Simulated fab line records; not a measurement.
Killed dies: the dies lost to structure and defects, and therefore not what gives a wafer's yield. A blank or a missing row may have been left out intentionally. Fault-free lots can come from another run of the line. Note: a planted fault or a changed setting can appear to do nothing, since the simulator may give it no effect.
Which of the tools did it?    flow sky130    33 wafers from 11 lots sampled at 6 of the route's 708 steps

## WHAT EACH GAUGE READ, for each wafer
SKY_POLY_GATE_THK_MEAS_01. Usual: POLY_GATE_CVD_00_THK gives 180.9 nm (standard deviation 1.9).
lot   measured      on            POLY_GATE_CVD_00_THK (nm)  flag
L314  day 15 01:38  filmMetro-03  178.4 179.8 181.1          
L315  day 15 06:40  filmMetro-02  178.8 179.1 176.5          
L316  day 15 08:22  filmMetro-03  183.3 182.6 182.9          
L318  day 15 16:45  filmMetro-02  180.5 179.3 178.7          
L320  day 16 16:02  filmMetro-03  178.9 180.8 180.7          
L322  day 17 06:46  filmMetro-02  181.5 180.2 180.6          
L321  day 17 06:47  filmMetro-03  181.9 183.4 182.2          
L325  day 18 04:37  filmMetro-04  180.1 181.1 181.0          
L329  day 20 02:58  filmMetro-02  126.9 126.4 127.4          OFF
L330  day 20 11:31  filmMetro-04  127.3 128.7 126.5          OFF
L331  day 20 16:39  filmMetro-02  131.8 131.5 132.9          OFF

SKY_LDD_P_OVL_MEAS_08. Usual: LDD_P_OVL gives -0.8 nm (standard deviation 2.1).
lot   measured      on          LDD_P_OVL (nm)  flag
L314  day 20 05:01  overlay-01  2.5 3.4 2.2     
L315  day 20 10:50  overlay-01  -1.8 -1.5 -1.8  
L316  day 20 16:16  overlay-02  2.5 0.7 3.6     
L318  day 20 21:59  overlay-02  -1.3 -4.6 -3.0  
L320  day 21 23:36  overlay-01  -0.6 -1.3 0.0   
L322  day 22 13:26  overlay-02  1.0 -1.8 -2.5   
L321  day 22 13:22  overlay-01  -1.5 -3.2 -1.8  
L325  day 23 07:58  overlay-02  -0.5 0.9 -1.2   
L329  day 25 07:20  overlay-01  -2.5 -3.7 -1.7  
L330  day 25 19:19  overlay-01  1.7 1.3 2.2     
L331  day 25 21:40  overlay-01  -3.7 0.3 0.1    

## WHAT TOOL EACH LOT RAN ON (gives the tool, then ch and the chambers of the sampled wafers, and finally the start)
lot   SKY_VT_ADJUST_HVTR_STRIP_10          SKY_VT_ADJUST_PCH_STRIP_09           SKY_POLY_GATE_CVD_00         SKY_POLY_GATE_ETCH_17
L314  plasmaAsher-01 ch 0,1, day 10 12:03  plasmaAsher-01 ch 0, day 11 09:57    lpcvd-01 ch 0, day 15 00:26  rieSi-01 ch 2,3, day 17 12:10
L315  plasmaAsher-03 ch 0,1, day 10 12:21  plasmaAsher-04 ch 0,1, day 11 10:54  lpcvd-01 ch 0, day 15 05:28  rieSi-01 ch 2,3, day 17 18:00
L316  plasmaAsher-01 ch 0,1, day 10 14:42  plasmaAsher-01 ch 0,1, day 11 14:46  lpcvd-01 ch 1, day 15 07:10  rieSi-01 ch 2,3, day 17 22:16
L318  plasmaAsher-03 ch 0,1, day 10 20:27  plasmaAsher-01 ch 0,1, day 11 21:38  lpcvd-01 ch 0, day 15 15:33  rieSi-02 ch 0,1,3, day 18 04:21
L320  plasmaAsher-01 ch 0,1, day 11 16:06  plasmaAsher-01 ch 0,1, day 12 17:19  lpcvd-01 ch 1, day 16 14:50  rieSi-01 ch 0,1, day 19 07:02
L322  plasmaAsher-01 ch 0,1, day 12 07:02  plasmaAsher-02 ch 0,1, day 13 08:04  lpcvd-01 ch 0, day 17 04:58  rieSi-02 ch 0,2,3, day 19 22:26
L321  plasmaAsher-01 ch 0,1, day 12 08:05  plasmaAsher-01 ch 0,1, day 13 10:07  lpcvd-01 ch 0, day 17 04:58  rieSi-01 ch 0,1,2, day 19 22:21
L325  plasmaAsher-02 ch 0,1, day 13 02:38  plasmaAsher-01 ch 0,1, day 14 04:32  lpcvd-01 ch 1, day 18 02:49  rieSi-02 ch 1,2, day 20 18:25
L329  plasmaAsher-01 ch 0,1, day 14 19:41  plasmaAsher-04 ch 0,1, day 15 23:16  lpcvd-01 ch 1, day 20 01:45  rieSi-02 ch 2,3, day 22 17:17
L330  plasmaAsher-02 ch 0,1, day 15 02:42  plasmaAsher-02 ch 0,1, day 16 06:39  lpcvd-01 ch 0, day 20 10:18  rieSi-01 ch 1,2, day 23 04:18
L331  plasmaAsher-02 ch 0,1, day 15 07:05  plasmaAsher-01 ch 0,1, day 16 11:04  lpcvd-01 ch 0, day 20 14:51  rieSi-02 ch 0,2,3, day 23 07:35
- SKY_VT_ADJUST_HVTR_STRIP_10: strips in O2/N2.
- SKY_VT_ADJUST_PCH_STRIP_09: strips in O2/N2.
- SKY_POLY_GATE_CVD_00: deposits poly-Si, target thk 180 nm, time 720 s.
- SKY_POLY_GATE_ETCH_17: etches poly-Si in HBr/Cl2, stops on SiO2, target depth 180 nm, time 70.5 s.

## WHAT THE TOOLS THEMSELVES READ (means of the sampled wafers that have a number; where no wafer has one, the mark that the record gives instead)
SKY_VT_ADJUST_HVTR_STRIP_10. Usual: drypumpMotorCurrentA 6.0 A, standard deviation 0.5; oesProductAu 0.715 a.u., standard deviation 0.0045; stripTimeToEndpointS 14.18 s, standard deviation 0.038.
lot   tool            drypumpMotorCurrentA (A)  oesProductAu (a.u.)  stripTimeToEndpointS (s)  flag
L314  plasmaAsher-01  6.4                       0.720                14.14                     
L315  plasmaAsher-03  5.7                       0.713                14.14                     
L316  plasmaAsher-01  6.4                       0.714                14.16                     
L318  plasmaAsher-03  5.7                       0.713                14.21                     
L320  plasmaAsher-01  6.5                       0.714                14.14                     
L322  plasmaAsher-01  6.5                       0.713                14.21                     
L321  plasmaAsher-01  6.4                       0.716                14.16                     
L325  plasmaAsher-02  5.5                       0.716                14.17                     
L329  plasmaAsher-01  6.4                       0.718                14.16                     
L330  plasmaAsher-02  5.4                       0.713                14.19                     
L331  plasmaAsher-02  5.4                       0.715                14.22                     

SKY_VT_ADJUST_PCH_STRIP_09. Usual: drypumpMotorCurrentA 6.1 A, standard deviation 0.46; oesProductAu 0.722 a.u., standard deviation 0.0045; stripTimeToEndpointS 36.95 s, standard deviation 0.095.
lot   tool            drypumpMotorCurrentA (A)  oesProductAu (a.u.)  stripTimeToEndpointS (s)  flag
L314  plasmaAsher-01  6.4                       0.722                36.86                     
L315  plasmaAsher-04  5.5                       0.725                37.01                     
L316  plasmaAsher-01  6.5                       0.722                36.93                     
L318  plasmaAsher-01  6.5                       0.726                36.95                     
L320  plasmaAsher-01  6.4                       0.721                37.06                     
L322  plasmaAsher-02  5.4                       0.720                36.81                     
L321  plasmaAsher-01  6.4                       0.723                37.01                     
L325  plasmaAsher-01  6.4                       0.720                36.99                     
L329  plasmaAsher-04  5.6                       0.725                36.91                     
L330  plasmaAsher-02  5.4                       0.723                36.91                     
L331  plasmaAsher-01  6.4                       0.720                36.96                     

SKY_POLY_GATE_CVD_00. Usual: pressureMtorr 200.0 mTorr, standard deviation 0.37; spikeTcTopC 636 C, standard deviation 4.5.
lot   tool      pressureMtorr (mTorr)  spikeTcTopC (C)  flag
L314  lpcvd-01  200.6                  641              
L315  lpcvd-01  199.9                  641              
L316  lpcvd-01  199.8                  633              
L318  lpcvd-01  199.6                  642              
L320  lpcvd-01  199.7                  634              
L322  lpcvd-01  200.2                  641              
L321  lpcvd-01  200.2                  642              
L325  lpcvd-01  200.1                  632              
L329  lpcvd-01  99.9                   633              OFF
L330  lpcvd-01  100.3                  641              OFF
L331  lpcvd-01  99.7                   642              OFF

SKY_POLY_GATE_ETCH_17. Usual: drypumpMotorCurrentA 5.9 A, standard deviation 0.54; oesProductAu 0.990 a.u., standard deviation 0.0074; rfFwdPowerW 397.0 W, standard deviation 1.3; throttleValvePct 33.685 %, standard deviation 0.0091.
lot   tool      drypumpMotorCurrentA (A)  oesProductAu (a.u.)  rfFwdPowerW (W)  throttleValvePct (%)  flag
L314  rieSi-01  6.1                       0.991                397.0            33.686                
L315  rieSi-01  6.1                       0.986                395.9            33.678                
L316  rieSi-01  6.2                       1.000                396.4            33.678                
L318  rieSi-02  6.2                       0.991                398.2            33.678                
L320  rieSi-01  5.4                       0.978                397.5            33.689                
L322  rieSi-02  5.9                       0.993                396.9            33.683                
L321  rieSi-01  5.6                       0.993                397.7            33.675                
L325  rieSi-02  6.0                       0.990                398.5            33.685                
L329  rieSi-02  6.5                       0.783                396.4            33.681                OFF
L330  rieSi-01  5.4                       0.782                395.5            33.690                OFF
L331  rieSi-02  6.0                       0.808                396.8            33.696                OFF

## THE ANSWER, worked out from the rows above alone
Rule: a lot is off if the mean of its wafers that have a number lies more than 3 standard deviations from the usual mean. A lot without any number at a reading at which 4 lots or more have one is off too. All remaining lots with rows at the step are treated as sound. After the gauges, taken in route order, come the tools' own readings; for these a lot's mean is taken, as printed above. The first step at which some lot is off is used, and at that step the reading that is off furthest; a lot without a number counts as furthest.
Off: L329, L330, L331, at SKY_POLY_GATE_THK_MEAS_01 (POLY_GATE_CVD_00_THK).
If a tool, at a process step before that reading, ran all the lots that are off and no sound lot after the first of them, it fits. The gauges at SKY_POLY_GATE_THK_MEAS_01 aren't tried: what is off there is off at SKY_POLY_GATE_CVD_00 too, on other tools, and a gauge's error can't cause that. One fits: lpcvd-01 at SKY_POLY_GATE_CVD_00. A fault onset in the window from L325 (day 18 02:49, its last sound lot) to L329 (day 20 01:45, its first lot off) fits.
The tool's own readings at SKY_POLY_GATE_CVD_00 bear it out: on the lots that are off they differ by more than 5 times the standard deviation of the sound lots' means. pressureMtorr reads 100.0 mTorr there against 200.0 mTorr on the sound lots.

## WHAT HAD BEEN PUT IN BY THE SIMULATOR
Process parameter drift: lpcvd-01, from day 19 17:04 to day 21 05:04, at SKY_POLY_GATE_CVD_00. From 200, the setting pressureMtorr moved by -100.
Shown lots that were struck: L329, L330, L331. The same result came from the rule above.
